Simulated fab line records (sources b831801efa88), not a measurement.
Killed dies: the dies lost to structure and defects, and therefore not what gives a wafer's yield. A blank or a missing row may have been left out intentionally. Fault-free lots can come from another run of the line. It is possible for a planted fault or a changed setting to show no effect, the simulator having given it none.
fab line records    flow sky130
record lots=6  wafers=18  last_day=50
route steps=708 shown LDD_LDN@289 SPACER@304 POLY_CUT@307 SD_P@320 PAD_OPEN@708
lots with no fault: from the same line, run without faults
start_h: the number of hours between the record's first day and the start of the first shown wafer of the lot    wait_h: hours since the lot's step before    " repeats the value in the row above    L1.1+2: several wafers, shown together as one row    - no value present, or no start provided    * or withheld: withheld    < > ~ a bound
route shown NAME@n: NAME is a module with steps in the file, n the number in the route of the first one    usual: mean and standard deviation over wafers with no fault    same: alike in all rows    chamber/n: place in a boat    sites: readings site by site    _std_site: the values' standard deviation    _edge_site: outer sites' mean less inner sites'    radius_mm: for every site, how far away it sits from the centre of the wafer    mask NAME#n: copy n    behind: tool/chamber where the wafer was last shaped    hold: reason for holding the lot/hours on hold/outcome of the hold    device: whichever transistor did not switch (one of n, p or np)    end of line: the same wafers' tests at the end of the route    for a step that has no rows: nothing shown but its recipe    killed: the dies lost at the first sort to structure and to defects; this is not the yield of the wafer    map: per-die view of a wafer (x killed, . not killed, _ where there is no die)
set.NAME: the setting as run; set.NAME@STEP: as run at that earlier step    model.NAME: the simulator's own value behind a step, which no gauge read
lots at selected steps of the route; one table per step, one row per wafer
services: when a tool's chamber went out of use (start_h, in hours from the record's first day, below 0 if earlier), for how many hours, and the reason
## steps
# step SKY_LDD_LDN_DEHYDRATE_00
# recipe temp_c=200  time_s=60
# step SKY_LDD_LDN_HMDS_01
# recipe prime_time_s=60  prime_temp_c=120
# step SKY_LDD_LDN_COAT_02
# recipe resist=NOVOLAK  spin_rpm=3000  resist_thk_nm=1140
# step SKY_LDD_LDN_SOFTBAKE_03
# recipe temp_c=90  time_s=60  resist=NOVOLAK
# step SKY_LDD_LDN_EXPOSE_04
# recipe mask_id=LDNTM  na=0.6  source_shape=conventional  sigma_outer=0.6  polarization=unpolarized  target_cd_nm=700  dose_mj=140
# step SKY_LDD_LDN_PEB_05
# recipe temp_c=withheld  time_s=*  resist=NOVOLAK
# step SKY_LDD_LDN_DEVELOP_06
# recipe resist=NOVOLAK  developer=TMAH  develop_time_s=60  dev_temp_c=23
# step SKY_LDD_LDN_OVL_MEAS_07
# usual LDD_LDN_OVL=-1.1/1.3
lot.wafer  tool        chamber  start_h  wait_h  LDD_LDN_OVL[nm]
L445.1     overlay-01  -        542.52   0.1     -0.1
L445.4     "           -        "        "       -1.8
L445.5     "           -        "        "       1.2
L457.1     overlay-02  -        646.65   0.1     1.6
L457.5     "           -        "        "       2.0
L457.6     "           -        "        "       0.5
L458.1     overlay-01  -        651.87   0.1     -0.2
L458.3     "           -        "        "       0.6
L458.4     "           -        "        "       0.0
L460.3     overlay-01  -        664.18   0.1     -1.0
L460.4     "           -        "        "       -1.7
L460.5     "           -        "        "       -1.1
L462.3     overlay-02  -        681.88   0.1     -1.5
L462.4     "           -        "        "       -2.0
L462.5     "           -        "        "       -2.7
L464.1     overlay-01  -        691.47   0.1     -0.8
L464.2     "           -        "        "       0.4
L464.3     "           -        "        "       0.5
# step SKY_LDD_LDN_IMPLANT_08
# recipe species=As  energy_kev=15  dose_cm2=1.25e+13  tilt_deg=withheld  rotation_deg=23
# step SKY_LDD_LDN_IMPLANT_09
# recipe species=As  energy_kev=15  dose_cm2=1.25e+13  tilt_deg=withheld  rotation_deg=113
# step SKY_LDD_LDN_IMPLANT_10
# recipe species=As  energy_kev=15  dose_cm2=1.25e+13  tilt_deg=withheld  rotation_deg=203
# step SKY_LDD_LDN_IMPLANT_11
# recipe species=As  energy_kev=15  dose_cm2=1.25e+13  tilt_deg=withheld  rotation_deg=293
# step SKY_LDD_LDN_STRIP_12
# recipe chemistry=O2/N2  power_w=1400  pressure_mtorr=1500  platen_temp_c=withheld  o2_flow_sccm=3000  n2_flow_sccm=300  overash_fraction=0.5
# usual drypump_motor_current_A=5.9/0.51  oes_product_au=0.715/0.0044  strip_time_to_endpoint_s=14.17/0.037
lot.wafer  tool             chamber  start_h  wait_h  drypump_motor_current_A  oes_product_au  rf_hours_counter_h  strip_time_to_endpoint_s
L445.1     plasma_asher-03  1        545.38   0.1     6.2                      0.718           11                  14.16
L445.4     "                0        "        "       6.0                      0.712           -                   14.14
L445.5     "                0        "        "       5.9                      0.716           -                   14.19
L457.1     plasma_asher-03  1        647.29   0.1     6.2                      0.715           22                  14.18
L457.5     "                1        "        "       6.2                      0.709           -                   14.07
L457.6     "                0        "        "       5.9                      0.721           -                   14.12
L458.1     plasma_asher-03  1        652.51   0.1     6.2                      0.710           22                  14.21
L458.3     "                1        "        "       6.2                      0.721           -                   14.21
L458.4     "                0        "        "       5.9                      0.715           -                   14.18
L460.3     plasma_asher-02  0        664.84   0.1     4.9                      0.711           -                   14.21
L460.4     "                1        "        "       6.0                      0.717           -                   14.17
L460.5     "                0        "        "       5.0                      0.716           -                   14.19
L462.3     plasma_asher-02  0        682.54   0.1     5.0                      0.721           -                   14.25
L462.4     "                1        "        "       6.0                      0.711           -                   14.25
L462.5     "                0        "        "       5.0                      0.719           -                   14.18
L464.1     plasma_asher-01  0        692.11   0.1     6.6                      0.717           59                  14.18
L464.2     "                1        "        "       5.8                      0.715           59                  14.13
L464.3     "                1        "        "       5.9                      0.719           -                   14.17
# step SKY_LDD_LDN_TW_MEAS_13
# usual LDD_LDN_TW=1476/17
lot.wafer  tool           chamber  start_h  wait_h  LDD_LDN_TW
L445.1     film_metro-04  -        545.48   0.1     1506
L445.4     "              -        "        "       1507
L445.5     "              -        "        "       1510
L457.1     film_metro-02  -        647.39   0.1     1470
L457.5     "              -        "        "       1467
L457.6     "              -        "        "       1468
L458.1     film_metro-04  -        652.61   0.1     1502
L458.3     "              -        "        "       1510
L458.4     "              -        "        "       1501
L460.3     film_metro-02  -        664.93   0.1     1460
L460.4     "              -        "        "       1462
L460.5     "              -        "        "       1459
L462.3     film_metro-01  -        682.63   0.1     1470
L462.4     "              -        "        "       1477
L462.5     "              -        "        "       1465
L464.1     film_metro-02  -        692.21   0.1     1466
L464.2     "              -        "        "       1471
L464.3     "              -        "        "       1476
# step SKY_LDD_LDN_CLEAN_14
# recipe chemistry=SC1/SC2  mix=1:4:20  temp_c=70  time_s=150  dry=n2_spin
# step SKY_SPACER_CVD_00
# recipe material=Si3N4  precursor=DCS/NH3  target_thk_nm=43.1  temp_c=770  time_s=740  pressure_mtorr=250
# step SKY_SPACER_THK_MEAS_01
# recipe reads=Si3N4_of_SPACER_CVD_00
# usual SPACER_CVD_00_THK=43.1/0.41
lot.wafer  tool           chamber  start_h  wait_h  SPACER_CVD_00_THK[nm]
L445.1     film_metro-04  -        547.84   0.0     43.2
L445.4     "              -        "        "       43.4
L445.5     "              -        "        "       43.3
L457.1     film_metro-03  -        648.70   0.0     43.6
L457.5     "              -        "        "       43.5
L457.6     "              -        "        "       43.4
L458.1     film_metro-03  -        653.93   0.0     42.7
L458.3     "              -        "        "       42.6
L458.4     "              -        "        "       42.9
L460.3     film_metro-02  -        666.85   0.0     42.9
L460.4     "              -        "        "       42.5
L460.5     "              -        "        "       43.1
L462.3     film_metro-04  -        684.56   0.0     43.3
L462.4     "              -        "        "       43.5
L462.5     "              -        "        "       43.2
L464.1     film_metro-04  -        695.40   0.0     43.6
L464.2     "              -        "        "       43.9
L464.3     "              -        "        "       43.4
# step SKY_SPACER_ETCHBACK_02
# recipe chemistry=CH3F/O2  target=Si3N4  stop_on=SiO2  source_w=400  bias_w=80  pressure_mtorr=25  ch3f_flow_sccm=40  O2_flow_sccm=30  time_s=46.7  target_depth_a=450
# usual ch3f_flow_sccm=40.01/0.13  drypump_motor_current_A=5.5/0.37  oes_product_au=0.855/0.006  throttle_valve_pct=10.562/0.0093
lot.wafer  tool         chamber  start_h  wait_h  ch3f_flow_sccm  drypump_motor_current_A  oes_product_au  rf_hours_counter_h  throttle_valve_pct
L445.1     rie_diel-04  1        547.90   0.1     40.03           5.3                      0.857           5                   10.563
L445.4     "            0        "        "       39.92           5.2                      0.851           3                   10.562
L445.5     "            1        "        "       40.09           5.3                      0.859           -                   10.555
L457.1     rie_diel-03  0        648.76   0.1     40.21           5.8                      0.861           15                  10.561
L457.5     "            3        "        "       39.86           5.9                      0.865           -                   10.573
L457.6     "            0        "        "       40.08           5.8                      0.851           -                   10.562
L458.1     rie_diel-03  3        653.99   0.1     40.09           5.9                      0.850           31                  10.555
L458.3     "            0        "        "       39.93           5.9                      0.847           16                  10.566
L458.4     "            2        "        "       39.98           5.4                      0.854           11                  10.563
L460.3     rie_diel-01  0        666.89   0.0     39.89           5.1                      0.850           2                   10.574
L460.4     "            3        "        "       39.99           6.1                      0.850           12                  10.562
L460.5     "            2        "        "       39.80           5.3                      0.859           -                   10.561
L462.3     rie_diel-04  1        684.60   0.0     40.01           5.3                      0.858           7                   10.554
L462.4     "            0        "        "       40.05           5.2                      0.868           5                   10.557
L462.5     "            1        "        "       40.19           5.3                      0.852           -                   10.560
L464.1     rie_diel-03  2        695.46   0.1     40.02           5.4                      0.863           12                  10.556
L464.2     "            3        "        "       40.06           5.9                      0.861           32                  10.555
L464.3     "            0        "        "       40.11           5.9                      0.856           17                  10.556
# step SKY_POLY_CUT_DEHYDRATE_00
# recipe temp_c=200  time_s=60
# step SKY_POLY_CUT_HMDS_01
# recipe prime_time_s=60  prime_temp_c=120
# step SKY_POLY_CUT_COAT_02
# recipe resist=BARC  temp_c=withheld  time_s=withheld  spin_rpm=3000  resist_thk_nm=60
# step SKY_POLY_CUT_COAT_03
# recipe resist=KrF-thick  spin_rpm=3000  resist_thk_nm=450
# step SKY_POLY_CUT_SOFTBAKE_04
# recipe temp_c=100  time_s=90  resist=KrF-thick
# step SKY_POLY_CUT_EXPOSE_05
# recipe mask_id=NPCM  na=0.8  source_shape=annular  sigma_inner=0.55  sigma_outer=0.85  target_cd_nm=270  dose_mj=32
# step SKY_POLY_CUT_PEB_06
# recipe peb_temp_c=withheld  peb_time_s=withheld  resist=KrF-thick
# step SKY_POLY_CUT_DEVELOP_07
# recipe develop_time_s=60  resist=KrF-thick  dev_temp_c=21
# step SKY_POLY_CUT_CD_MEAS_08
# recipe target_cd_nm=270
# usual cd_nm=269.7/1.3
lot.wafer  tool       chamber  start_h  wait_h  cd_nm
L445.1     cd_sem-01  -        577.42   -       268.8
L445.4     "          -        "        "       269.2
L445.5     "          -        "        "       268.1
L457.1     cd_sem-02  -        677.52   -       271.0
L457.5     "          -        "        "       268.8
L457.6     "          -        "        "       270.1
L458.1     cd_sem-01  -        682.39   -       270.4
L458.3     "          -        "        "       269.9
L458.4     "          -        "        "       268.9
L460.3     cd_sem-01  -        695.11   -       269.5
L460.4     "          -        "        "       268.2
L460.5     "          -        "        "       267.3
L462.3     cd_sem-02  -        712.93   -       270.4
L462.4     "          -        "        "       269.8
L462.5     "          -        "        "       270.1
L464.1     cd_sem-02  -        723.34   -       268.3
L464.2     "          -        "        "       268.8
L464.3     "          -        "        "       268.9
# step SKY_POLY_CUT_OVL_MEAS_09
# usual POLY_CUT_OVL=0/5.7
lot.wafer  tool        chamber  start_h  wait_h  POLY_CUT_OVL[nm]
L445.1     overlay-01  -        577.54   0.1     -3
L445.4     "           -        "        "       -7
L445.5     "           -        "        "       -8
L457.1     overlay-01  -        677.64   0.1     -1
L457.5     "           -        "        "       5
L457.6     "           -        "        "       6
L458.1     overlay-02  -        682.51   0.1     3
L458.3     "           -        "        "       1
L458.4     "           -        "        "       3
L460.3     overlay-02  -        695.20   0.1     -2
L460.4     "           -        "        "       -1
L460.5     "           -        "        "       -5
L462.3     overlay-01  -        713.02   0.1     -4
L462.4     "           -        "        "       -6
L462.5     "           -        "        "       -5
L464.1     overlay-02  -        723.46   0.1     -5
L464.2     "           -        "        "       -2
L464.3     "           -        "        "       -6
# step SKY_POLY_CUT_ETCH_10
# recipe chemistry=N2/H2  target=BARC  ion_energy_ev=200  source_w=500  bias_w=100  pressure_mtorr=30  n2_flow_sccm=100  h2_flow_sccm=200  stop_on=SiO2  time_s=45.9  target_depth_a=600
# usual drypump_motor_current_A=5.4/0.48  oes_product_au=0.854/0.0044  throttle_valve_pct=13.224/0.0082
lot.wafer  tool         chamber  start_h  wait_h  drypump_motor_current_A  oes_product_au  rf_hours_counter_h  throttle_valve_pct
L445.1     rie_diel-02  1        577.58   0.0     6.3                      0.853           1                   13.238
L445.4     "            3        "        "       5.2                      0.847           55                  13.222
L445.5     "            2        "        "       5.3                      0.847           -                   13.243
L457.1     rie_diel-04  0        677.68   0.0     5.2                      0.857           5                   13.223
L457.5     "            2        "        "       5.4                      0.857           -                   13.224
L457.6     "            3        "        "       4.8                      0.853           -                   13.223
L458.1     rie_diel-04  2        682.54   0.0     5.5                      0.858           42                  13.227
L458.3     "            1        "        "       5.3                      0.851           7                   13.244
L458.4     "            3        "        "       4.8                      0.863           3                   13.241
L460.3     rie_diel-02  0        695.23   0.0     5.1                      0.847           14                  13.226
L460.4     "            1        "        "       6.2                      0.853           -                   13.230
L460.5     "            0        "        "       5.1                      0.851           -                   13.222
L462.3     rie_diel-04  0        713.04   0.0     5.2                      0.850           6                   13.213
L462.4     "            3        "        "       4.8                      0.849           4                   13.210
L462.5     "            0        "        "       5.2                      0.852           -                   13.226
L464.1     rie_diel-04  2        723.49   0.0     5.5                      0.853           43                  13.229
L464.2     "            3        "        "       4.7                      0.860           4                   13.230
L464.3     "            0        "        "       5.2                      0.857           6                   13.224
# step SKY_POLY_CUT_ETCH_11
# recipe target=Si3N4  chemistry=CF4/CH2F2/Ar  stop_on=poly-Si  source_w=600  bias_w=150  pressure_mtorr=40  cf4_flow_sccm=40  ch2f2_flow_sccm=20  Ar_flow_sccm=150  time_s=42.5  target_depth_a=600
# usual drypump_motor_current_A=5.4/0.48  oes_product_au=0.831/0.0076  throttle_valve_pct=14.996/0.0093
lot.wafer  tool         chamber  start_h  wait_h  drypump_motor_current_A  oes_product_au  rf_hours_counter_h  throttle_valve_pct
L445.1     rie_diel-02  1        577.62   0.0     6.3                      0.831           1                   14.995
L445.4     "            3        "        "       5.2                      0.828           55                  14.989
L445.5     "            2        "        "       5.3                      0.843           -                   14.991
L457.1     rie_diel-04  0        677.72   0.0     5.2                      0.837           5                   14.998
L457.5     "            2        "        "       5.5                      0.831           -                   15.012
L457.6     "            3        "        "       4.8                      0.837           -                   14.979
L458.1     rie_diel-04  2        682.59   0.0     5.5                      0.830           42                  14.982
L458.3     "            1        "        "       5.3                      0.836           7                   15.013
L458.4     "            3        "        "       4.8                      0.836           3                   15.004
L460.3     rie_diel-02  0        695.27   0.0     5.1                      0.833           14                  15.007
L460.4     "            1        "        "       6.3                      0.838           -                   15.002
L460.5     "            0        "        "       5.1                      0.835           -                   14.991
L462.3     rie_diel-04  0        713.09   0.0     5.2                      0.815           6                   15.003
L462.4     "            3        "        "       4.7                      0.823           4                   15.006
L462.5     "            0        "        "       5.2                      0.816           -                   14.991
L464.1     rie_diel-04  2        723.54   0.0     5.5                      0.832           43                  15.004
L464.2     "            3        "        "       4.8                      0.839           4                   14.999
L464.3     "            0        "        "       5.2                      0.827           6                   14.996
# step SKY_POLY_CUT_STRIP_12
# recipe chemistry=O2/N2  power_w=1400  pressure_mtorr=1500  platen_temp_c=withheld  o2_flow_sccm=3000  n2_flow_sccm=300  overash_fraction=0.5
# usual drypump_motor_current_A=6.0/0.47  oes_product_au=0.453/0.0041  strip_time_to_endpoint_s=5.352/0.02
lot.wafer  tool             chamber  start_h  wait_h  drypump_motor_current_A  oes_product_au  rf_hours_counter_h  strip_time_to_endpoint_s
L445.1     plasma_asher-02  0        577.66   0.0     5.0                      0.455           74                  5.315
L445.4     "                0        "        "       5.0                      0.445           -                   5.314
L445.5     "                0        "        "       5.0                      0.452           -                   5.338
L457.1     plasma_asher-03  0        677.76   0.0     5.9                      0.456           25                  5.372
L457.5     "                1        "        "       6.2                      0.458           -                   5.360
L457.6     "                0        "        "       5.9                      0.452           -                   5.354
L458.1     plasma_asher-03  0        682.63   0.0     5.9                      0.449           25                  5.358
L458.3     "                1        "        "       6.2                      0.454           -                   5.343
L458.4     "                0        "        "       6.0                      0.450           -                   5.360
L460.3     plasma_asher-03  0        695.34   0.1     5.9                      0.454           -                   5.372
L460.4     "                1        "        "       6.2                      0.452           -                   5.357
L460.5     "                1        "        "       6.2                      0.447           -                   5.358
L462.3     plasma_asher-02  1        713.16   0.1     6.0                      0.459           -                   5.352
L462.4     "                0        "        "       5.0                      0.447           -                   5.362
L462.5     "                1        "        "       6.1                      0.450           -                   5.355
L464.1     plasma_asher-03  1        723.58   0.0     6.2                      0.451           30                  5.362
L464.2     "                0        "        "       6.0                      0.449           30                  5.359
L464.3     "                1        "        "       6.2                      0.457           -                   5.377
# step SKY_SD_P_DEHYDRATE_00
# recipe temp_c=200  time_s=60
# step SKY_SD_P_HMDS_01
# recipe prime_time_s=60  prime_temp_c=120
# step SKY_SD_P_COAT_02
# recipe resist=NOVOLAK  spin_rpm=3000  resist_thk_nm=1140
# step SKY_SD_P_SOFTBAKE_03
# recipe temp_c=90  time_s=60  resist=NOVOLAK
# step SKY_SD_P_EXPOSE_04
# recipe mask_id=PSDM  na=0.6  source_shape=conventional  sigma_outer=0.6  polarization=unpolarized  target_cd_nm=380  dose_mj=138
# step SKY_SD_P_PEB_05
# recipe temp_c=withheld  time_s=*  resist=NOVOLAK
# step SKY_SD_P_DEVELOP_06
# recipe resist=NOVOLAK  developer=TMAH  develop_time_s=60  dev_temp_c=23
# step SKY_SD_P_CD_MEAS_07
# recipe target_cd_nm=380
# usual cd_nm=379.6/2.6
lot.wafer  tool       chamber  start_h  wait_h  cd_nm
L445.1     cd_sem-01  -        606.84   0.1     377.0
L445.4     "          -        "        "       378.3
L445.5     "          -        "        "       375.0
L457.1     cd_sem-02  -        705.27   0.1     374.3
L457.5     "          -        "        "       375.7
L457.6     "          -        "        "       378.0
L458.1     cd_sem-01  -        710.10   0.1     384.8
L458.3     "          -        "        "       382.7
L458.4     "          -        "        "       385.1
L460.3     cd_sem-02  -        722.81   0.1     381.2
L460.4     "          -        "        "       378.6
L460.5     "          -        "        "       378.7
L462.3     cd_sem-02  -        740.86   0.1     378.0
L462.4     "          -        "        "       378.3
L462.5     "          -        "        "       379.1
L464.1     cd_sem-01  -        751.59   0.1     379.2
L464.2     "          -        "        "       381.2
L464.3     "          -        "        "       379.4
# step SKY_SD_P_OVL_MEAS_08
# usual SD_P_OVL=0.7/1.1
lot.wafer  tool        chamber  start_h  wait_h  SD_P_OVL[nm]
L445.1     overlay-02  -        606.96   0.1     0.2
L445.4     "           -        "        "       0.6
L445.5     "           -        "        "       0.5
L457.1     overlay-02  -        705.39   0.1     -0.6
L457.5     "           -        "        "       -0.1
L457.6     "           -        "        "       -0.4
L458.1     overlay-01  -        710.22   0.1     0.9
L458.3     "           -        "        "       -0.3
L458.4     "           -        "        "       0.4
L460.3     overlay-02  -        722.90   0.1     0.6
L460.4     "           -        "        "       0.3
L460.5     "           -        "        "       -0.1
L462.3     overlay-01  -        740.95   0.1     0.8
L462.4     "           -        "        "       1.0
L462.5     "           -        "        "       -0.1
L464.1     overlay-02  -        751.73   0.1     1.9
L464.2     "           -        "        "       1.9
L464.3     "           -        "        "       2.4
# step SKY_SD_P_IMPLANT_09
# recipe species=BF2  energy_kev=20  dose_cm2=3e+15  tilt_deg=0
# step SKY_SD_P_STRIP_10
# recipe chemistry=O2/N2  power_w=1400  pressure_mtorr=1500  platen_temp_c=withheld  o2_flow_sccm=3000  n2_flow_sccm=300  overash_fraction=0.5
# usual drypump_motor_current_A=6.2/0.35  oes_product_au=0.618/0.0045  strip_time_to_endpoint_s=17.48/0.035
lot.wafer  tool             chamber  start_h  wait_h  drypump_motor_current_A  oes_product_au  rf_hours_counter_h  strip_time_to_endpoint_s
L445.1     plasma_asher-01  1        607.14   0.1     5.8                      0.621           50                  17.50
L445.4     "                0        "        "       6.7                      0.623           -                   17.44
L445.5     "                1        "        "       5.8                      0.618           -                   17.52
L457.1     plasma_asher-03  0        705.58   0.1     6.0                      0.625           28                  17.51
L457.5     "                1        "        "       6.2                      0.616           -                   17.46
L457.6     "                0        "        "       6.0                      0.607           -                   17.45
L458.1     plasma_asher-04  1        710.41   0.1     5.8                      0.626           101                 17.47
L458.3     "                0        "        "       6.6                      0.608           -                   17.51
L458.4     "                1        "        "       5.8                      0.617           -                   17.46
L460.3     plasma_asher-03  0        723.11   0.1     5.9                      0.618           -                   17.44
L460.4     "                1        "        "       6.2                      0.616           -                   17.41
L460.5     "                1        "        "       6.2                      0.619           -                   17.47
L462.3     plasma_asher-03  1        741.16   0.1     6.2                      0.628           -                   17.46
L462.4     "                0        "        "       5.9                      0.613           -                   17.47
L462.5     "                0        "        "       6.0                      0.623           -                   17.50
L464.1     plasma_asher-04  1        751.91   0.1     5.8                      0.611           1                   17.58
L464.2     "                0        "        "       6.6                      0.623           1                   17.54
L464.3     "                1        "        "       5.8                      0.628           -                   17.53
# step SKY_PAD_OPEN_PROBE_99
# usual killed_at_M0_to_M3=44/7.4  killed_at_M4_up=3.0/1.8  killed_at_contacts=24/5.1  killed_at_front_end=15/4.3  killed_at_other=0.3/0.54  killed_dies=86/9.9  killed_on_rim=17/3.9  killed_open=47/7.1  killed_short=38/6.7
# same gross_dies=492  killed_at_back_side=0
lot.wafer  tool       chamber  start_h  wait_h  killed_at_M0_to_M3  killed_at_M4_up  killed_at_contacts  killed_at_front_end  killed_at_other  killed_dies  killed_on_rim  killed_open  killed_short
L457.1     prober-01  -        1161.07  0.1     36                  3                25                  42                   0                106          29             39           36
L457.5     prober-01  -        1161.27  0.2     50                  6                25                  54                   0                135          38             42           52
L457.6     prober-01  -        1161.32  0.2     45                  4                21                  51                   0                121          27             43           42
L458.1     prober-02  -        1164.71  0.1     31                  3                24                  50                   1                109          26             42           33
L458.3     prober-02  -        1164.81  0.2     44                  2                23                  51                   0                120          24             46           39
L458.4     prober-02  -        1164.86  0.2     36                  2                26                  66                   0                130          27             50           38
L460.3     prober-02  -        1173.04  0.2     42                  3                15                  16                   0                76           15             48           28
L460.4     prober-02  -        1173.09  0.2     51                  5                22                  17                   0                95           16             51           44
L460.5     prober-02  -        1173.14  0.2     49                  4                30                  23                   1                107          26             52           54
L462.3     prober-02  -        1179.93  0.2     49                  4                28                  19                   0                100          26             58           42
L462.4     prober-02  -        1179.98  0.2     55                  4                28                  8                    0                95           20             49           46
L462.5     prober-02  -        1180.03  0.2     41                  5                27                  12                   0                85           19             47           38
L464.1     prober-02  -        1192.72  0.1     43                  0                22                  8                    0                73           11             48           25
L464.2     prober-02  -        1192.77  0.1     45                  2                30                  15                   0                92           19             54           38
L464.3     prober-02  -        1192.82  0.2     42                  4                24                  10                   0                80           16             35           45
# killed by level:class
L457.1 LDD_LDN:unspecified=31 VIA1:geometric_particle:open=11 CONTACT:geometric_particle:open=9 LI_CONTACT:geometric_particle:open=8 FIELD_ISO:geometric_particle:short=7 VIA3:geometric_particle:short=6 VIA1:geometric_particle:short=5 CONTACT:geometric_particle:short=4
L457.5 LDD_LDN:unspecified=41 VIA1:geometric_particle:open=10 LOCAL_INTERCONNECT:geometric_particle:short=8 CONTACT:geometric_particle:open=8 VIA1:geometric_particle:short=8 METAL2:geometric_particle:short=8 VIA2:geometric_particle:open=8 FIELD_ISO:geometric_particle:short=5
L457.6 LDD_LDN:unspecified=36 VIA1:geometric_particle:open=16 POLY_GATE:geometric_particle:short=7 METAL2:geometric_particle:short=6 VIA1:geometric_particle:short=6 VIA2:geometric_particle:open=5 CONTACT:geometric_particle:open=5 CONTACT:geometric_particle:short=5
L458.1 LDD_LDN:unspecified=34 CONTACT:geometric_particle:short=7 VIA1:geometric_particle:open=7 LI_CONTACT:geometric_particle:open=7 VIA2:geometric_particle:open=7 FIELD_ISO:geometric_particle:short=6 METAL2:geometric_particle:short=6 VIA3:geometric_particle:open=5
L458.3 LDD_LDN:unspecified=35 VIA1:geometric_particle:open=10 METAL2:geometric_particle:short=8 CONTACT:geometric_particle:open=7 LI_CONTACT:geometric_particle:open=6 VIA3:geometric_particle:open=6 CONTACT:geometric_particle:short=5 METAL1:geometric_particle:short=5
L458.4 LDD_LDN:unspecified=42 CONTACT:geometric_particle:open=14 VIA1:geometric_particle:open=9 FIELD_ISO:geometric_particle:short=8 FIELD_ISO:geometric_particle:open=6 VIA3:geometric_particle:open=6 LI_CONTACT:geometric_particle:open=5 METAL1:geometric_particle:short=4
L460.3 VIA3:geometric_particle:open=9 VIA1:geometric_particle:open=8 CONTACT:geometric_particle:open=7 LI_CONTACT:geometric_particle:open=6 VIA2:geometric_particle:open=6 POLY_GATE:geometric_particle:short=5 FIELD_ISO:geometric_particle:open=4 VIA2:geometric_particle:short=4
L460.4 VIA3:geometric_particle:open=13 VIA1:geometric_particle:open=9 METAL2:geometric_particle:short=9 FIELD_ISO:geometric_particle:open=7 CONTACT:geometric_particle:open=6 VIA1:geometric_particle:short=5 LI_CONTACT:geometric_particle:open=5 POLY_GATE:geometric_particle:short=4
L460.5 METAL1:geometric_particle:short=11 CONTACT:geometric_particle:open=9 LI_CONTACT:geometric_particle:open=9 VIA1:geometric_particle:open=9 CONTACT:geometric_particle:short=8 FIELD_ISO:geometric_particle:short=7 FIELD_ISO:geometric_particle:open=7 METAL2:geometric_particle:short=5
L462.3 VIA1:geometric_particle:open=14 CONTACT:geometric_particle:open=11 VIA1:geometric_particle:short=8 LI_CONTACT:geometric_particle:open=8 POLY_GATE:geometric_particle:open=5 METAL1:geometric_particle:short=5 VIA3:geometric_particle:open=5 FIELD_ISO:geometric_particle:open=4
L462.4 VIA1:geometric_particle:open=17 LI_CONTACT:geometric_particle:open=10 VIA1:geometric_particle:short=8 METAL2:geometric_particle:short=7 LI_CONTACT:geometric_particle:short=6 CONTACT:geometric_particle:open=6 CONTACT:geometric_particle:short=5 VIA2:geometric_particle:open=5
L462.5 LI_CONTACT:geometric_particle:open=10 VIA1:geometric_particle:open=9 VIA2:geometric_particle:open=7 CONTACT:geometric_particle:open=6 VIA3:geometric_particle:open=6 VIA3:geometric_particle:short=5 VIA1:geometric_particle:short=5 CONTACT:geometric_particle:short=4
L464.1 VIA2:geometric_particle:open=11 VIA1:geometric_particle:open=10 LI_CONTACT:geometric_particle:open=8 CONTACT:geometric_particle:open=8 METAL3:geometric_particle:short=5 VIA3:geometric_particle:open=5 METAL2:geometric_particle:short=4 VIA2:geometric_particle:short=4
L464.2 VIA1:geometric_particle:open=13 LI_CONTACT:geometric_particle:open=11 CONTACT:geometric_particle:open=9 CONTACT:geometric_particle:short=8 VIA3:geometric_particle:open=6 METAL1:geometric_particle:short=5 VIA2:geometric_particle:open=5 FIELD_ISO:geometric_particle:short=4
L464.3 METAL1:geometric_particle:short=10 VIA1:geometric_particle:open=9 CONTACT:geometric_particle:open=9 METAL3:geometric_particle:short=6 LI_CONTACT:geometric_particle:short=4 LI_CONTACT:geometric_particle:open=4 VIA1:geometric_particle:short=4 FIELD_ISO:geometric_particle:short=3
# map L457.5 (x killed, . not)
__________xx.x.x.x.._________
________xxx......x...._______
______xxxxx..x.x..xxx..x_____
_____xxxxxx.x...xx....x..____
____xxxxxxx..xx.x.........___
___xxxxxxxx.........x...x..__
__x..xx.xx.x...........x..x._
_....x.xxx........x.xxx......
_x.xx.x...xx...xx....x..x....
_...x..x....x.x...........xx.
_...x.x.x.x........xx........
_x..x....x........xxx........
_....................xxx.....
_x........x..................
_x.x............x.....x...x.x
__x.............x....x...x.._
___.....x.....x..........x.__
____.xx...xx.xx...........___
_____.xxx.x.x.........xx.____
______.............x..xx_____
________..x....x....xx_______
__________.....x.x.x_________
# map L458.4 (x killed, . not)
__________...x...x.._________
________.x.x.x........_______
______x....x..x..x.....x_____
_____....x...x.x..x...xxx____
____x.........x......xxxxx___
___...x......x.......xxxxxx__
__..x.....x....x....x.xxxxxx_
_.x.x............x....xxxxxxx
_....x......x.....x..xxxxxxxx
_.x..x...x.x...........xxxxxx
_....x.x...xx...........xx.x.
_..x..x........x.x.....x.....
_.......x.x.................x
_.....x.x.......x............
_..........x..xx.xxxx........
__........xx........x.xx.x.._
___.....x.x.x.x.x..........__
____.x.xx....x.x..xxx..x..___
_____..x..........x......____
______...x........x....x_____
________..x......xx.x._______
__________x....xx..._________
## services
tool             chamber  start_h  hours  kind
rie_diel-04      0        534.14   5.5    repair
rie_diel-02      3        568.80   5.9    repair
plasma_asher-04  -        588.68   2.8    pm
rie_diel-03      2        594.05   8.4    repair
rie_diel-02      -        611.36   1.4    repair
rie_diel-01      0        627.78   9.8    repair
plasma_asher-04  -        633.45   12.5   repair
plasma_asher-01  -        643.15   0.6    repair
rie_diel-04      -        645.29   9.1    repair
rie_diel-04      -        674.73   0.5    repair
rie_diel-02      -        675.09   2.8    pm
plasma_asher-02  -        702.07   2.5    repair
rie_diel-01      1        705.42   7.0    repair
rie_diel-04      -        709.61   2.8    pm
rie_diel-02      2        713.09   2.4    repair
rie_diel-01      -        721.15   14.6   pm
rie_diel-03      0        731.44   5.1    repair
plasma_asher-04  -        733.75   9.0    pm
rie_diel-02      0        738.47   4.5    repair
plasma_asher-02  -        743.28   0.5    repair
rie_diel-04      2        743.86   -      clean
rie_diel-04      2        743.86   23.4   scheduled_down
rie_diel-04      2        743.86   23.4   vent_cycle
rie_diel-02      1        748.72   9.3    repair
## key
first_sign step=SKY_PAD_OPEN_PROBE_99  reading=killed_at_front_end  direction=up  sigmas=8.6  usual=15  struck=52
effect step=SKY_PAD_OPEN_PROBE_99  reading=killed_dies  direction=up  sigmas=3.5  usual=86  struck=120
met_at SKY_LDD_LDN_STRIP_12
struck_wafers L457.1,L457.5,L457.6,L458.1,L458.3,L458.4
tester_left_out L457,L458
onset_between 545.38 647.29
fault kind=chamber_particle_source  tool=plasma_asher-03  chamber=-  onset_h=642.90  steps=SKY_LDD_LDN_STRIP_12  rate_per_visit_cm2=1.2676  end_h=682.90
# tester_left_out: of these lots the tester's yield and bins aren't shown, on N5 and GAA mostly nor the transistor test; their killed dies are dies lost to structure and defects alone, not to doping, threshold or leakage, so they don't give the yield
